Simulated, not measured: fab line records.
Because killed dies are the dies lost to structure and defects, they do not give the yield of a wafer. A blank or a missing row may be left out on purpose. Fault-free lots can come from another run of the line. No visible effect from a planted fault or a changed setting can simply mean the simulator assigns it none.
Comparing a struck lot with a sound one :: flow sky130 :: 29 steps out of a route of 708
Sound: wafers L250.4, L250.5, L250.6. The struck wafers were L265.2, L265.3, L265.6. The cause comes at the end.
At each step with rows: each side's tool, then ch and its chambers, then its first start. Under that, the readings that differ: sound wafers :: struck wafers :: difference of the means :: sigmas: that difference in standard deviations of wafers without a fault.
alike: same words and numbers on both sides, and readings whose means sit less than 2 such deviations apart. not compared: any withheld reading, any reading some wafer has no value for, any bound like >300 that may hide the same value, and any number with overlapping values for which the record gives no deviation.
The two part at a step that has a row with sigmas, a row that says differs or no value, or rows on one side only. When numbers do not overlap yet have no deviation, they are printed without sigmas and do not part them. Lack of a reading on every wafer of one side parts them only where that side has two or more wafers.

SKY_PWDE_STRIP_09: strips in O2/N2.
  sound on plasma-asher-01 ch 0,1, day 5 08:17; struck on plasma-asher-02 ch 1, day 8 16:54
  alike: drypump-motor-current-A, n2-flow-sccm, oes-product-au, strip-time-to-endpoint-s
  not compared: rf-hours-counter-h
SKY_PWDE_TW_MEAS_10:
  sound: film-metro-02 at day 5 08:23; struck: film-metro-03 at day 8 17:01
  alike: PWDE_TW
then, 7 steps without rows for these wafers: SKY_NWELL_DEHYDRATE_03 (time 60 s); SKY_NWELL_HMDS_04 (prime time 60 s); SKY_NWELL_COAT_05 (resist thk 3000 nm); SKY_NWELL_SOFTBAKE_06; SKY_NWELL_EXPOSE_07 (exposes mask NWM, target cd 840 nm); SKY_NWELL_PEB_08; SKY_NWELL_DEVELOP_09 (develop time 60 s).
SKY_NWELL_OVL_MEAS_10:
  sound: overlay-01 at day 6 02:27; struck: overlay-02 at day 9 13:56
  alike: NWELL_00_OVL
then, 2 steps without rows for these wafers: SKY_NWELL_IMPLANT_11; SKY_NWELL_IMPLANT_12.
SKY_NWELL_IMPLANT_13:
  sound on implanter-01 ch 0, day 6 02:50; struck on implanter-01, day 9 14:17
  no value came back on the struck wafers for beam-energy-keV, beam-on-s (s); on the sound wafers beam-energy-keV reads 49.988 49.992 50.027
SKY_NWELL_STRIP_14: strips in O2/N2.
  sound on plasma-asher-02 ch 0,1, day 6 02:57; struck on plasma-asher-02 ch 0,1, day 9 14:25
  alike: drypump-motor-current-A, n2-flow-sccm, oes-product-au, strip-time-to-endpoint-s
  not compared: rf-hours-counter-h
SKY_NWELL_TW_MEAS_15:
  sound: film-metro-02 at day 6 03:02; struck: film-metro-03 at day 9 14:31
reading: NWELL_TW
sound: 1848 1849 1846
struck: 1815 1817 1814
difference: -32
sigmas: -3
then, 7 steps without rows for these wafers: SKY_NWELL_DEHYDRATE_16 (time 60 s); SKY_NWELL_HMDS_17 (prime time 60 s); SKY_NWELL_COAT_18 (resist thk 3000 nm); SKY_NWELL_SOFTBAKE_19; SKY_NWELL_EXPOSE_20 (exposes mask NWM COMPLEMENT, target cd 840 nm); SKY_NWELL_PEB_21; SKY_NWELL_DEVELOP_22 (develop time 60 s).
SKY_NWELL_OVL_MEAS_23:
  sound: overlay-01 at day 6 21:32; struck: overlay-02 at day 10 11:47
  alike: NWELL_01_OVL
after that, 1 step had no rows for these wafers: SKY_NWELL_IMPLANT_24.
SKY_NWELL_STRIP_25: strips in O2/N2.
  sound on plasma-asher-04 ch 0,1, day 6 21:44; struck on plasma-asher-02 ch 0,1, day 10 11:58
  alike: drypump-motor-current-A, n2-flow-sccm, oes-product-au, strip-time-to-endpoint-s
  not compared: rf-hours-counter-h
SKY_NWELL_TW_MEAS_26:
  sound: film-metro-04 at day 6 21:50; struck: film-metro-02 at day 10 12:04
  alike: NWELL_2_TW
then, 1 step without rows for these wafers: SKY_NWELL_CLEAN_27 (cleans in SC1/SC2, time 150 s).
SKY_NWELL_RTA_28: time 30 s.
  sound on rtp-anneal-01 ch 0, day 6 21:58; struck on rtp-anneal-02 ch 0, day 10 12:11
  alike: lamp-power-pct, wafer_temp_C_max
SKY_NWELL_RS_MEAS_29: a four-point-probe measurement.
  sound: film-metro-02 at day 6 22:05; struck: film-metro-04 at day 10 12:17
reading: NWELL_RS (ohm/sq)
sound: 624.6 627.6 625.6
struck: 650.4 650.5 650.7
difference: +24.6
sigmas: +19

## WHERE THEY PART
First at SKY_NWELL_IMPLANT_13; last, within this record, at SKY_NWELL_RS_MEAS_29.

WHY: what had been put in by the simulator
Entire step skipped (implanter-01, SKY_NWELL_IMPLANT_13), from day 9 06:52 onward. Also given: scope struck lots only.
